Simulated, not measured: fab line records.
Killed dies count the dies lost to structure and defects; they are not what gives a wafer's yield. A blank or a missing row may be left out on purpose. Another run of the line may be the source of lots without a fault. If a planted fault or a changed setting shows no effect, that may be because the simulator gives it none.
fab line records + flow gf180mcu
record
- lots=6
- wafers=18
- last-day=34
route steps=602 shown M2@381 V2@382
lots that met no fault: taken from a fault-free run of the same line
start-h: the number of hours between the record's first day and the start of the first shown wafer of the lot + wait-h: how many hours have passed since the lot's step before this one + " the same as in the row above + L1.1+2: a single row standing in for several wafers + - value missing, or start not given + * or withheld: withheld + < > ~ a bound
route shown NAME@n: names a module that has steps shown in the file, with the first one's number in the route + usual: average and standard deviation across the fault-free wafers + same: alike in all rows + chamber/n: place in a boat + sites: per-site readings + _std_site: their standard deviation + _edge_site: mean of outer sites minus mean of inner sites + radius-mm: how far each site lies from the wafer's centre + mask NAME#n: copy n + behind: tool/chamber where the wafer was last shaped + hold: why the lot went on hold/how many hours it stayed there/how the hold came to an end + device: the transistor (n, p or np) that didn't switch + end of line: at the end of the route, the tests of the same wafers + step lacking rows: just its recipe + killed: count of dies lost to structure and defects at first sort (not the wafer's yield) + map: a wafer's dies, marking killed ones x, the rest . and places with no die _
set.NAME: the setting the step ran with; set.NAME@STEP: the setting that earlier step ran with + model.NAME: the simulator's own value behind a step, which no gauge read
lots seen at some steps along the route; tables by step, rows by wafer
services: from which hour (start-h, from the record's first day; less than 0 if before it) a tool's chamber was out of use, for how many hours, and why
## steps
# step GF_M2_CLEAN_19
# recipe
- chemistry=DIW
- dry=n2-spin
# step GF_V2_CVD_00
# recipe
- material=SiO2
- target-thk-nm=600
- sigma-open-frac=0.3
- temp-c=400
- time-s=100
- sih4-flow-sccm=60
- pressure-mtorr=6
# step GF_V2_THK_MEAS_01
# recipe
- reads=SiO2_of_V2_CVD_00
# usual
- V2_CVD_00_THK=600/6.7
| lot.wafer | tool          | chamber | start-h | wait-h | V2_CVD_00_THK[nm] |
|-----------|---------------|---------|---------|--------|-------------------|
| L542.1    | film-metro-04 | -       | 475.66  | 0.0    | 592               |
| L542.3    | "             | -       | "       | "      | 598               |
| L542.4    | "             | -       | "       | "      | 606               |
| L549.4    | film-metro-01 | -       | 524.89  | 0.0    | 593               |
| L549.5    | "             | -       | "       | "      | 605               |
| L549.6    | "             | -       | "       | "      | 600               |
| L550.2    | film-metro-03 | -       | 536.59  | 0.0    | 591               |
| L550.3    | "             | -       | "       | "      | 598               |
| L550.4    | "             | -       | "       | "      | 587               |
| L556.4    | film-metro-04 | -       | 579.92  | 0.0    | 600               |
| L556.5    | "             | -       | "       | "      | 598               |
| L556.6    | "             | -       | "       | "      | 592               |
| L558.3    | film-metro-01 | -       | 593.00  | 0.1    | 608               |
| L558.5    | "             | -       | "       | "      | 598               |
| L558.6    | "             | -       | "       | "      | 607               |
| L562.3    | film-metro-04 | -       | 619.56  | 0.1    | 604               |
| L562.4    | "             | -       | "       | "      | 609               |
| L562.6    | "             | -       | "       | "      | 610               |
# step GF_V2_CVD_02
# recipe
- material=SiO2
- target-thk-nm=850
- precursor=TEOS
- temp-c=400
- time-s=94.851
- rf-w=600
# usual
- heater-power-w=680/89
- susceptor-temp-C=400.00/0.25
| lot.wafer | tool     | chamber | start-h | wait-h | heater-power-w | susceptor-temp-C |
|-----------|----------|---------|---------|--------|----------------|------------------|
| L542.1    | pecvd-03 | 0       | 475.72  | 0.1    | 789            | 400.17           |
| L542.3    | "        | 2       | "       | "      | 660            | 400.06           |
| L542.4    | "        | 0       | "       | "      | 813            | 400.20           |
| L549.4    | pecvd-03 | 0       | 524.95  | 0.1    | 672            | 399.87           |
| L549.5    | "        | 2       | "       | "      | 675            | 400.10           |
| L549.6    | "        | 1       | "       | "      | 733            | 400.20           |
| L550.2    | pecvd-03 | 0       | 536.64  | 0.0    | 806            | 399.97           |
| L550.3    | "        | 2       | "       | "      | 669            | 400.36           |
| L550.4    | "        | 1       | "       | "      | 719            | 399.93           |
| L556.4    | pecvd-04 | 2       | 579.98  | 0.1    | 722            | 400.23           |
| L556.5    | "        | 1       | "       | "      | 583            | 399.66           |
| L556.6    | "        | 0       | "       | "      | 683            | 399.68           |
| L558.3    | pecvd-02 | 1       | 593.04  | 0.0    | 625            | 400.10           |
| L558.5    | "        | 1       | "       | "      | 629            | 399.93           |
| L558.6    | "        | 0       | "       | "      | 595            | 399.99           |
| L562.3    | pecvd-03 | 0       | 619.60  | 0.0    | 726            | 400.11           |
| L562.4    | "        | 0       | "       | "      | 749            | 400.19           |
| L562.6    | "        | 1       | "       | "      | 783            | 399.49           |
# step GF_V2_THK_MEAS_03
# recipe
- reads=SiO2_of_V2_CVD_02
# usual
- V2_CVD_02_THK=850/15
| lot.wafer | tool          | chamber | start-h | wait-h | V2_CVD_02_THK[nm] |
|-----------|---------------|---------|---------|--------|-------------------|
| L542.1    | film-metro-03 | -       | 475.79  | 0.0    | 820               |
| L542.3    | "             | -       | "       | "      | 840               |
| L542.4    | "             | -       | "       | "      | 835               |
| L549.4    | film-metro-04 | -       | 525.02  | 0.0    | 830               |
| L549.5    | "             | -       | "       | "      | 861               |
| L549.6    | "             | -       | "       | "      | 835               |
| L550.2    | film-metro-04 | -       | 536.72  | 0.0    | 827               |
| L550.3    | "             | -       | "       | "      | 845               |
| L550.4    | "             | -       | "       | "      | 836               |
| L556.4    | film-metro-04 | -       | 580.05  | 0.0    | 859               |
| L556.5    | "             | -       | "       | "      | 874               |
| L556.6    | "             | -       | "       | "      | 870               |
| L558.3    | film-metro-01 | -       | 593.13  | 0.1    | 855               |
| L558.5    | "             | -       | "       | "      | 872               |
| L558.6    | "             | -       | "       | "      | 874               |
| L562.3    | film-metro-03 | -       | 619.69  | 0.1    | 831               |
| L562.4    | "             | -       | "       | "      | 844               |
| L562.6    | "             | -       | "       | "      | 833               |
# step GF_V2_CMP_04
# recipe
- material=SiO2
- down-force-psi=4
- platen-rpm=60
- pad-velocity-m-s=0.94248
# usual
- motor-current-A=11.0/1.1
- time-to-endpoint-s=80/6.8
| lot.wafer | tool   | chamber | start-h | wait-h | motor-current-A | time-to-endpoint-s |
|-----------|--------|---------|---------|--------|-----------------|--------------------|
| L542.4    | cmp-01 | 3       | 475.85  | 0.0    | 9.7             | 67                 |
| L542.3    | "      | 0       | "       | "      | 11.4            | 77                 |
| L542.1    | "      | 1       | "       | "      | 9.5             | 73                 |
| L549.4    | cmp-01 | 0       | 525.20  | 0.2    | 11.7            | 73                 |
| L549.6    | "      | 1       | "       | "      | 9.5             | 72                 |
| L549.5    | "      | 2       | "       | "      | 11.2            | 91                 |
| L550.4    | cmp-01 | 2       | 536.82  | 0.1    | 11.1            | 83                 |
| L550.3    | "      | 3       | "       | "      | 10.0            | 69                 |
| L550.2    | "      | 0       | "       | "      | 12.1            | 72                 |
| L556.4    | cmp-02 | 1       | 580.09  | 0.0    | 9.8             | 81                 |
| L556.5    | "      | 1       | "       | "      | 10.1            | 88                 |
| L556.6    | "      | 2       | "       | "      | 11.4            | 86                 |
| L558.3    | cmp-02 | 2       | 593.22  | 0.1    | 11.1            | 77                 |
| L558.6    | "      | 1       | "       | "      | 9.7             | 86                 |
| L558.5    | "      | 2       | "       | "      | 12.6            | 83                 |
| L562.3    | cmp-02 | 0       | 619.73  | 0.0    | 13.4            | 67                 |
| L562.4    | "      | 2       | "       | "      | 12.5            | 73                 |
| L562.6    | "      | 1       | "       | "      | 10.2            | 72                 |
# step GF_V2_BOW_MEAS_05
# recipe
- mode=bow
# usual
- V2_BOW=99/9
| lot.wafer | tool          | chamber | start-h | wait-h | V2_BOW[um] |
|-----------|---------------|---------|---------|--------|------------|
| L542.1    | film-metro-04 | -       | 476.15  | 0.1    | 100        |
| L542.3    | "             | -       | "       | "      | 102        |
| L542.4    | "             | -       | "       | "      | 91         |
| L549.4    | film-metro-04 | -       | 525.41  | 0.2    | 108        |
| L549.5    | "             | -       | "       | "      | 99         |
| L549.6    | "             | -       | "       | "      | 85         |
| L550.2    | film-metro-01 | -       | 537.09  | 0.1    | 112        |
| L550.3    | "             | -       | "       | "      | 123        |
| L550.4    | "             | -       | "       | "      | 107        |
| L556.4    | film-metro-04 | -       | 580.45  | 0.3    | 85         |
| L556.5    | "             | -       | "       | "      | 94         |
| L556.6    | "             | -       | "       | "      | 82         |
| L558.3    | film-metro-01 | -       | 593.51  | 0.2    | 99         |
| L558.5    | "             | -       | "       | "      | 113        |
| L558.6    | "             | -       | "       | "      | 113        |
| L562.3    | film-metro-04 | -       | 620.07  | 0.3    | 91         |
| L562.4    | "             | -       | "       | "      | 94         |
| L562.6    | "             | -       | "       | "      | 95         |
# step GF_V2_DEHYDRATE_06
# recipe
- temp-c=200
- time-s=60
# step GF_V2_HMDS_07
# recipe
- prime-time-s=60
- prime-temp-c=120
# step GF_V2_COAT_08
# recipe
- resist=BARC
- temp-c=withheld
- time-s=withheld
- spin-rpm=withheld
- resist-thk-nm=withheld
# step GF_V2_COAT_09
# recipe
- resist=KrF
- spin-rpm=withheld
- resist-thk-nm=1000
# step GF_V2_SOFTBAKE_10
# recipe
- temp-c=130
- time-s=60
- resist=KrF
# step GF_V2_EXPOSE_11
# recipe
- mask-id=Via2
- target-cd-nm=260
- na=0.68
- source-shape=conventional
- sigma-outer=0.6
- dose-mj=38
# usual
- exposure-dose-mJ-cm2=37.97/0.035
- focus-offset-nm=0.1/0.47
| lot.wafer | tool           | chamber | start-h | wait-h | mask   | exposure-dose-mJ-cm2 | focus-offset-nm |
|-----------|----------------|---------|---------|--------|--------|----------------------|-----------------|
| L542.1    | krf-scanner-01 | 0       | 488.05  | -      | Via2#0 | 37.97                | 0.0             |
| L542.3    | "              | 0       | "       | "      | Via2#0 | 37.95                | -0.3            |
| L542.4    | "              | 0       | "       | "      | Via2#0 | 37.96                | -0.3            |
| L549.4    | krf-scanner-01 | -       | 536.59  | -      | Via2#0 | -                    | -               |
| L549.5    | "              | -       | "       | "      | Via2#0 | -                    | -               |
| L549.6    | "              | -       | "       | "      | Via2#0 | -                    | -               |
| L550.2    | krf-scanner-02 | -       | 548.98  | -      | Via2#0 | -                    | -               |
| L550.3    | "              | -       | "       | "      | Via2#0 | -                    | -               |
| L550.4    | "              | -       | "       | "      | Via2#0 | -                    | -               |
| L556.4    | krf-scanner-02 | 0       | 592.08  | -      | Via2#0 | 37.99                | -0.8            |
| L556.5    | "              | 0       | "       | "      | Via2#0 | 37.99                | 0.1             |
| L556.6    | "              | 0       | "       | "      | Via2#0 | 37.98                | 0.1             |
| L558.3    | krf-scanner-01 | 0       | 604.13  | -      | Via2#0 | 37.97                | 0.2             |
| L558.5    | "              | 0       | "       | "      | Via2#0 | 37.92                | -0.3            |
| L558.6    | "              | 0       | "       | "      | Via2#0 | 37.96                | 0.1             |
| L562.3    | krf-scanner-01 | 0       | 630.26  | -      | Via2#0 | 37.97                | 0.3             |
| L562.4    | "              | 0       | "       | "      | Via2#0 | 37.93                | 0.4             |
| L562.6    | "              | 0       | "       | "      | Via2#0 | 37.99                | -0.4            |
# step GF_V2_PEB_12
# recipe
- peb-temp-c=135
- peb-time-s=90
- resist=KrF
## services
| tool           | chamber | start-h | hours | kind                           |
|----------------|---------|---------|-------|--------------------------------|
| pecvd-03       | -       | 476.67  | 1.1   | repair                         |
| krf-scanner-01 | -       | 476.76  | 0.7   | repair                         |
| krf-scanner-01 | -       | 477.59  | 1.0   | pm                             |
| krf-scanner-02 | -       | 486.63  | 1.3   | pm                             |
| pecvd-03       | 1       | 496.18  | 4.2   | repair                         |
| krf-scanner-02 | -       | 503.04  | 2.4   | repair                         |
| cmp-01         | -       | 507.68  | 0.6   | repair                         |
| cmp-02         | -       | 517.38  | 9.5   | pm                             |
| krf-scanner-01 | 0       | 523.02  | -     | calibration                    |
| krf-scanner-02 | -       | 529.32  | 1.3   | repair                         |
| krf-scanner-01 | -       | 551.00  | 3.6   | pm                             |
| pecvd-03       | -       | 551.43  | 4.3   | pm                             |
| krf-scanner-01 | -       | 554.75  | 1.2   | repair                         |
| krf-scanner-02 | -       | 568.57  | 1.1   | repair                         |
| cmp-02         | -       | 570.45  | 2.2   | repair                         |
| cmp-02         | -       | 572.69  | 4.0   | pm                             |
| krf-scanner-01 | -       | 575.72  | 0.4   | repair                         |
| cmp-02         | -       | 576.69  | -     | consumable-replace:conditioner |
| cmp-01         | -       | 585.91  | 2.3   | repair                         |
| krf-scanner-02 | -       | 589.52  | 1.0   | pm                             |
| krf-scanner-02 | -       | 603.77  | 0.8   | pm                             |
| krf-scanner-01 | -       | 604.57  | 1.3   | pm                             |
| krf-scanner-01 | -       | 606.54  | 0.8   | pm                             |
| krf-scanner-02 | -       | 628.38  | 4.4   | pm                             |
## key
first-sign
- step=GF_V2_EXPOSE_11
- reading=tool-record
- direction=missing
effect none on later readings
met-at GF_V2_EXPOSE_11
struck-wafers L549.4,L549.5,L549.6,L550.2,L550.3,L550.4
later-rows-left-out L549.4,L549.5,L549.6,L550.2,L550.3,L550.4
sort-left-out L549.4,L549.5,L549.6,L550.2,L550.3,L550.4
onset-between 488.05 536.59
fault
- kind=skipped-step-whole
- tool=krf-scanner-01,krf-scanner-02
- chamber=-
- onset-h=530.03
- steps=GF_V2_EXPOSE_11
- scope=struck-lots-only
# sort-left-out: the simulated sort isn't trusted on such a fault, so these wafers' sort isn't shown, and their yield isn't known
# later-rows-left-out: the simulator's readings of these wafers behind a module that went badly wrong aren't trusted and aren't shown, but for the sort
